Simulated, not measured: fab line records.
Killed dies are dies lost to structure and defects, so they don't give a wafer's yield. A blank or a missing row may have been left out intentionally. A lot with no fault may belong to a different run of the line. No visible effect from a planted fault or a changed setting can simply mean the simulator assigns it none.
Which tool is to blame? + flow sky130 + 12 lots, 36 wafers sampled, at 1 step of a route of 708

WHAT THE GAUGES READ, wafer by wafer
SKY_FIELD_ISO_CD_MEAS_13 targets a cd of 150 nm.
| lot  | measured    | on        | cd nm (nm)        |
|------|-------------|-----------|-------------------|
| L075 | day 2 09:53 | cd sem-01 | 149.2 150.5 149.8 |
| L077 | day 2 20:48 | cd sem-02 | 150.7 151.2 151.5 |
| L079 | day 3 07:31 | cd sem-02 | 149.9 149.3 148.5 |
| L081 | day 3 16:44 | cd sem-01 | 152.2 150.9 151.5 |
| L083 | day 4 06:13 | cd sem-02 | 149.8 146.9 148.4 |
| L085 | day 4 13:19 | cd sem-01 | 151.8 150.9 151.5 |
| L087 | day 5 01:56 | cd sem-01 | 148.2 148.8 146.6 |
| L089 | day 5 12:32 | cd sem-01 | 148.5 149.3 148.7 |
| L091 | day 5 22:43 | cd sem-02 | 149.0 148.6 147.7 |
| L093 | day 6 13:28 | cd sem-01 | 150.8 149.3 152.8 |
| L095 | day 7 02:27 | cd sem-02 | 149.8 149.1 148.3 |
| L097 | day 7 06:47 | cd sem-02 | 150.7 151.2 150.2 |

EACH LOT AND THE TOOL THAT RAN IT (in order: tool; ch and the chambers of the sampled wafers; start)
There is no process step in the record ahead of these readings.

THE ANSWER, worked out from the rows above alone
Rule: the lots themselves supply what counts as usual. Put in order of their means at a reading, lots are off if they are a third of the lots or fewer, leave a main group of 4 or more, and stand apart from it by a gap of 3 or more times the standard deviation of the main group's means; of several such gaps the widest counts. If all means in a main group match to the digits the tables above print for the reading, that group is not used. Also off: a lot with no number at a reading for which 4 or more lots have one. All remaining lots with rows at the step are treated as sound.
No lot is off at any reading shown: from this, nothing can be told.

WHAT WAS PUT IN BY THE SIMULATOR
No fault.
